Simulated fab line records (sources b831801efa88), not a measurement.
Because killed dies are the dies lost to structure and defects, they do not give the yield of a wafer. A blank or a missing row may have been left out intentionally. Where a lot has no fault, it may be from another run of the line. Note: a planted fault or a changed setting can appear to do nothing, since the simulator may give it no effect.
Matching of chambers ; flow sky130 ; cmp-01 running SKY_VIA3_CMP_24: 4 sister chambers
The step polishes, stops on SiO2, t overpolish 20 s, target thk 0 nm. 18 wafers are shown with their chamber, then 8 later ones without.

== WAFERS PAIRED WITH THEIR CHAMBERS ==
wafer;chamber;motor_current_A (A);time_to_endpoint_s (s);edge_zone_pressure_frac
L828.1;2;12.1;90;1.001
L828.3;1;10.8;94;0.998
L828.5;0;9.8;87;1.002
L829.2;3;11.2;98;1.002
L829.4;0;9.7;91;1.006
L829.5;1;10.4;101;0.996
L831.1;3;10.9;101;0.997
L831.2;0;9.5;91;1.004
L831.5;3;10.9;98;1.002
L834.2;2;12.1;95;1.009
L834.5;1;10.6;96;0.999
L834.6;2;11.8;90;1.000
L835.2;2;11.8;94;1.009
L835.3;1;10.5;96;1.001
L835.4;0;9.9;90;1.006
L836.4;1;10.6;100;1.004
L836.5;0;9.7;92;0.992
L836.6;3;11.2;91;0.989

SIGNATURES, as means of the wafers listed above
reading;chamber 0;chamber 1;chamber 2;chamber 3;scatter within a chamber
motor_current_A;9.720;10.580;11.950;11.050;0.159
time_to_endpoint_s;90.20;97.40;92.25;97.00;2.99
edge_zone_pressure_frac;1.00200;0.99960;1.00475;0.99750;0.00506
Rule: distance of a wafer from a chamber = root of the sum over the readings of ((wafer's reading minus chamber's mean) / reading's scatter) squared. If the next closest chamber is less than 2 further off than the closest, the wafer can't be placed; otherwise it belongs to the closest. The scatter: take each reading less its chamber's mean, square it, sum over the shown wafers, divide by the number of wafers less the number of chambers, and take the root.

== WAFERS WITHOUT THEIR CHAMBER ==
wafer;motor_current_A (A);time_to_endpoint_s (s);edge_zone_pressure_frac
L843.2;11.9;91;1.004
L846.4;12.4;97;1.001
L847.1;11.6;94;1.000
L847.3;9.2;91;1.003
L847.4;11.7;96;1.007
L849.1;11.1;100;0.996
L849.3;11.1;99;1.005
L849.5;10.5;100;1.005

== WHICH CHAMBER EACH WENT THROUGH ==
wafer;from the rows above;in truth
L843.2;2;2
L846.4;2;2
L847.1;can't be placed: 2 or 3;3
L847.3;0;0
L847.4;2;2
L849.1;3;3
L849.3;can't be placed: 3 or 1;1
L849.5;1;1
6 of 8 placed correctly. Cannot be placed on the basis of these rows: 2; the candidates contain the true chamber in 2. Wrongly placed: 0.
